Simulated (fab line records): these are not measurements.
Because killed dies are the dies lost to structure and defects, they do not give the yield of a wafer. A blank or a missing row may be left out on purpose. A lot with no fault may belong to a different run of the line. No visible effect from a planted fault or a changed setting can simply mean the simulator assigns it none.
A struck lot beside a sound one + flow sky130 + 23 steps out of a route of 708
Sound: these wafers, L397.2, L397.3, L397.5. Struck: wafer L398.2 (L398.1, L398.6, from the same lot, were not struck and are left out); the cause is given at the end.
At each step with rows: each side's tool, then ch and its chambers, then its first start. Under that, the readings that differ: sound wafers + struck wafers + difference of the means + sigmas: that difference in standard deviations of wafers without a fault.
alike: readings with means less than 2 such deviations apart, plus words and numbers identical on both sides. not compared: withheld readings, readings lacking a value on some wafer, bounds such as >300 that could conceal the same value, and numbers that have no deviation in the record and whose values overlap.
A row with sigmas, a row that says differs or no value, or rows on one side alone: a step with any of these is where the two part. Numbers that have no deviation but don't overlap get no sigmas and don't part them. Lack of a reading on every wafer of one side parts them only where that side has two or more wafers.

first, 5 steps without rows for these wafers: SKY_POLY_CUT_COAT_03 (resist thk 450 nm); SKY_POLY_CUT_SOFTBAKE_04 (time 90 s); SKY_POLY_CUT_EXPOSE_05 (exposes mask NPCM, target cd 270 nm); SKY_POLY_CUT_PEB_06; SKY_POLY_CUT_DEVELOP_07 (develop time 60 s).
SKY_POLY_CUT_CD_MEAS_08 targets a cd of 270 nm.
  struck on cdSem-02, day 26 13:16; sound on cdSem-01, day 25 22:58
| reading   | sound             | struck | difference | sigmas |
|-----------|-------------------|--------|------------|--------|
| cdNm (nm) | 268.3 267.3 267.9 | 271.2  | +3.4       | +3     |
SKY_POLY_CUT_OVL_MEAS_09:
  struck on overlay-01, day 26 13:23; sound on overlay-02, day 25 23:05
  alike: POLY_CUT_OVL
SKY_POLY_CUT_ETCH_10: etches BARC in N2/H2, stops on SiO2, time 45.9 s, target depth 60 nm.
  sound on rieDiel-02 ch 1,3, day 25 23:07; struck on rieDiel-02 ch 2, day 26 13:25
  alike: drypumpMotorCurrentA, oesProductAu, throttleValvePct
  not compared: rfHoursCounterH
SKY_POLY_CUT_ETCH_11: etches Si3N4 in CF4/CH2F2/Ar, stops on poly-Si, time 42.5 s, target depth 60 nm.
  sound on rieDiel-02 ch 1,3, day 25 23:09; struck on rieDiel-02 ch 2, day 26 13:28
  alike: drypumpMotorCurrentA, oesProductAu, throttleValvePct
  not compared: rfHoursCounterH
SKY_POLY_CUT_STRIP_12: strips in O2/N2.
  sound on plasmaAsher-03 ch 0, day 25 23:11; struck on plasmaAsher-02 ch 1, day 26 13:30
  alike: drypumpMotorCurrentA, o2FlowSccm, oesProductAu, stripTimeToEndpointS
  not compared: rfHoursCounterH
then, 2 steps without rows for these wafers: SKY_SD_P_DEHYDRATE_00 (time 60 s); SKY_SD_P_HMDS_01 (prime time 60 s).
SKY_SD_P_COAT_02: resist thk 1140 nm.
  sound on lithoTrack-01 ch 0, day 26 12:22; struck on lithoTrack-01 ch 0, day 27 05:18
| reading                                  | sound          | struck | difference | sigmas |
|------------------------------------------|----------------|--------|------------|--------|
| model.NOVOLAK_of_SD_P_COAT_02.thkNm (nm) | 1144 1146 1144 | 579.1  | -565.6     |        |
  alike: exhaustPa
then, 3 steps without rows for these wafers: SKY_SD_P_SOFTBAKE_03 (time 60 s); SKY_SD_P_EXPOSE_04 (exposes mask PSDM, target cd 380 nm); SKY_SD_P_PEB_05.
SKY_SD_P_DEVELOP_06: develop time 60 s.
  sound on lithoTrack-02 ch 0, day 27 04:24; struck on lithoTrack-02 ch 0, day 27 18:07
| reading                                  | sound          | struck | difference | sigmas |
|------------------------------------------|----------------|--------|------------|--------|
| model.NOVOLAK_of_SD_P_COAT_02.thkNm (nm) | 1144 1145 1143 | 578.7  | -565.3     |        |
  alike: exhaustPa
SKY_SD_P_CD_MEAS_07 targets a cd of 380 nm.
  struck on cdSem-02, day 27 18:16; sound on cdSem-02, day 27 04:32
| reading   | sound             | struck | difference | sigmas |
|-----------|-------------------|--------|------------|--------|
| cdNm (nm) | 376.7 378.2 374.8 | 453.4  | +76.8      | +28    |
SKY_SD_P_OVL_MEAS_08:
  struck on overlay-02, day 27 18:23; sound on overlay-02, day 27 04:39
  alike: SD_P_OVL
after that, 1 step had no rows for these wafers: SKY_SD_P_IMPLANT_09.
SKY_SD_P_STRIP_10: strips in O2/N2.
  sound on plasmaAsher-02 ch 1, day 27 04:50; struck on plasmaAsher-02 ch 0, day 27 18:35
| reading                  | sound             | struck | difference | sigmas      |
|--------------------------|-------------------|--------|------------|-------------|
| oesProductAu (a.u.)      | 0.617 0.613 0.612 | 0.542  | -0.072     | -15         |
| stripTimeToEndpointS (s) | 17.51 17.53 17.51 | 11.06  | -6.46      | -99 or more |
  alike: drypumpMotorCurrentA, o2FlowSccm
  not compared: rfHoursCounterH
SKY_SD_P_TW_MEAS_11:
  struck on filmMetro-04, day 27 18:41; sound on filmMetro-04, day 27 04:56
  alike: SD_P_TW
SKY_PAD_OPEN_PROBE_99:
  the record holds rows for the sound wafers here (prober-01, day 46 11:38) but none for the struck ones

== WHERE THEY PART ==
First at SKY_POLY_CUT_CD_MEAS_08; last, within this record, at SKY_PAD_OPEN_PROBE_99.

WHY: whatever the simulator had introduced
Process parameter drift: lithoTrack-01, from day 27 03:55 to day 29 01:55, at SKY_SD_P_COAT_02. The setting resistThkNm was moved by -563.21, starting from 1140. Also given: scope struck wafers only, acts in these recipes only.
